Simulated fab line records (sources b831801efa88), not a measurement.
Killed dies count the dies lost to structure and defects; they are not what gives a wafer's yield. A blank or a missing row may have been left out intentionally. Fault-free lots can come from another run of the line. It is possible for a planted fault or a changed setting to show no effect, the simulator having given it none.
What tool caused it? | flow gf180mcu | 7 lots, 21 wafers sampled, at 3 steps of a route of 602

== WHAT THE GAUGES READ, wafer by wafer ==
GF_MVPSD_OVL_MEAS_07.
lot  | measured     | on         | MVPSD_OVL (nm)
L314 | day 5 06:01  | overlay-02 | 1.0 1.0 0.2
L316 | day 5 19:03  | overlay-02 | 1.9 1.7 1.0
L318 | day 6 07:51  | overlay-01 | 0.8 -0.7 -0.7
L324 | day 7 19:51  | overlay-01 | 0.9 -2.2 -0.6
L328 | day 8 18:37  | overlay-02 | 0.3 -0.2 1.0
L334 | day 10 11:14 | overlay-01 | 0.1 -0.5 -0.1
L336 | day 10 19:37 | overlay-01 | 0.5 0.8 -0.7

== WHAT TOOL EACH LOT RAN ON (gives the tool, then ch and the chambers of the sampled wafers, and finally the start) ==
lot  | GF_STI_ETCH_14                  | GF_STI_STRIP_15
L314 | rie-si-02 ch 0,1,2, day 2 06:35 | plasma-asher-04 ch 0,1, day 2 06:40
L316 | rie-si-01 ch 1,2, day 2 17:12   | plasma-asher-03 ch 0,1, day 2 17:16
L318 | rie-si-01 ch 0,3, day 3 03:02   | plasma-asher-04 ch 0,1, day 3 03:07
L324 | rie-si-01 ch 2,3, day 4 10:29   | plasma-asher-04 ch 0,1, day 4 10:34
L328 | rie-si-02 ch 0,3, day 5 07:19   | plasma-asher-03 ch 0,1, day 5 07:23
L334 | rie-si-02 ch 0,3, day 6 13:19   | plasma-asher-03 ch 0,1, day 6 13:23
L336 | rie-si-01 ch 1,2,3, day 7 01:04 | plasma-asher-02 ch 0,1, day 7 01:08
- GF_STI_ETCH_14: etches Si in HBr/Cl2/O2, target depth 360 nm, time 102.9 s.
- GF_STI_STRIP_15: strips in O2/N2.

== THE ANSWER, worked out from the rows above alone ==
Rule: what is usual is taken from the lots themselves. Put in order of their means at a reading, lots are off if they are a third of the lots or fewer, leave a main group of 4 or more, and stand apart from it by a gap of 3 or more times the standard deviation of the main group's means; of several such gaps the widest counts. The tables above print the reading to a certain number of digits; a main group whose means all agree to those digits is not used. A lot without any number at a reading at which 4 lots or more have one is off too. Where the step has rows for the other lots, those lots are counted as sound.
Across all readings shown, no lot is off: no conclusion can be drawn from this.

== WHAT HAD BEEN PUT IN BY THE SIMULATOR ==
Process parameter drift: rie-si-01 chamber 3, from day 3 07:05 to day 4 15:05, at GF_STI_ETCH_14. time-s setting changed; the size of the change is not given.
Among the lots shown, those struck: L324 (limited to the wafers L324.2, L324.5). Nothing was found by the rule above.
